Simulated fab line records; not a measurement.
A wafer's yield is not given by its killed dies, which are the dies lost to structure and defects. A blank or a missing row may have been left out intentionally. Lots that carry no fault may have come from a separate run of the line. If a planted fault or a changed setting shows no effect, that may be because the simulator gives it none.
Chamber matching | flow sky130 | 4 sister chambers for SKY_VIA3_ETCH_15 on rieDiel-04
The step etches SiO2 in C4F8/O2/Ar, stops on TiN, target depth 507 nm, time 78 s. 14 wafers are shown with their chamber, then 7 later ones without.

WAFERS PAIRED WITH THEIR CHAMBERS
wafer  | chamber | chamberPressureMTorr (mTorr) | oesProductAu (a.u.) | biasW (W)
L940.3 | 0       | 40.08                        | 0.941               | 1202
L940.4 | 1       | 39.99                        | 0.954               | 1196
L940.6 | 0       | 40.00                        | 0.950               | 1200
L941.1 | 0       | 40.04                        | 0.950               | 1201
L941.4 | 1       | 40.01                        | 0.943               | 1199
L941.6 | 3       | 40.08                        | 0.944               | 1203
L952.4 | 2       | 39.99                        | 0.944               | 1200
L952.5 | 2       | 40.05                        | 0.941               | 1199
L952.6 | 3       | 39.95                        | 0.944               | 1205
L953.1 | 3       | 39.98                        | 0.950               | 1195
L953.2 | 2       | 39.98                        | 0.957               | 1202
L953.3 | 0       | 40.07                        | 0.940               | 1199
L957.2 | 1       | 39.99                        | 0.949               | 1207
L957.4 | 2       | 40.02                        | 0.944               | 1199

SIGNATURES (means of the wafers above)
reading              | chamber 0 | chamber 1 | chamber 2 | chamber 3 | scatter within a chamber
chamberPressureMTorr | 40.0475   | 39.9967   | 40.0100   | 40.0033   | 0.0405
oesProductAu         | 0.94525   | 0.94867   | 0.94650   | 0.94600   | 0.00573
biasW                | 1200.50   | 1200.67   | 1200.00   | 1201.00   | 3.63
Rule: a wafer's distance from a chamber is the root of the sum, over the readings, of the square of ((its reading less the chamber's mean) divided by the reading's scatter). If the next closest chamber is less than 2 further off than the closest, the wafer can't be placed; otherwise it belongs to the closest. The scatter: take each reading less its chamber's mean, square it, sum over the shown wafers, divide by the number of wafers less the number of chambers, and take the root.

WAFERS WITH NO CHAMBER GIVEN
wafer  | chamberPressureMTorr (mTorr) | oesProductAu (a.u.) | biasW (W)
L957.6 | 40.06                        | 0.943               | 1202
L958.2 | 39.98                        | 0.947               | 1201
L958.3 | 40.04                        | 0.952               | 1198
L958.5 | 40.02                        | 0.944               | 1203
L960.1 | 40.00                        | 0.945               | 1198
L960.3 | 40.00                        | 0.951               | 1201
L960.5 | 40.01                        | 0.929               | 1201

WHICH CHAMBER EACH WENT THROUGH
wafer  | from the rows above               | in truth
L957.6 | can't be placed: 0 or 2 or 3 or 1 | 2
L958.2 | can't be placed: 1 or 3 or 2 or 0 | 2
L958.3 | can't be placed: 2 or 0 or 1 or 3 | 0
L958.5 | can't be placed: 3 or 2 or 0 or 1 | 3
L960.1 | can't be placed: 2 or 3 or 1 or 0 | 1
L960.3 | can't be placed: 1 or 2 or 3 or 0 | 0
L960.5 | can't be placed: 3 or 0 or 2 or 1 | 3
Placed correctly: 0 of 7. These rows do not allow placing 7 (true chamber among the candidates in 7). Wrongly placed: 0.
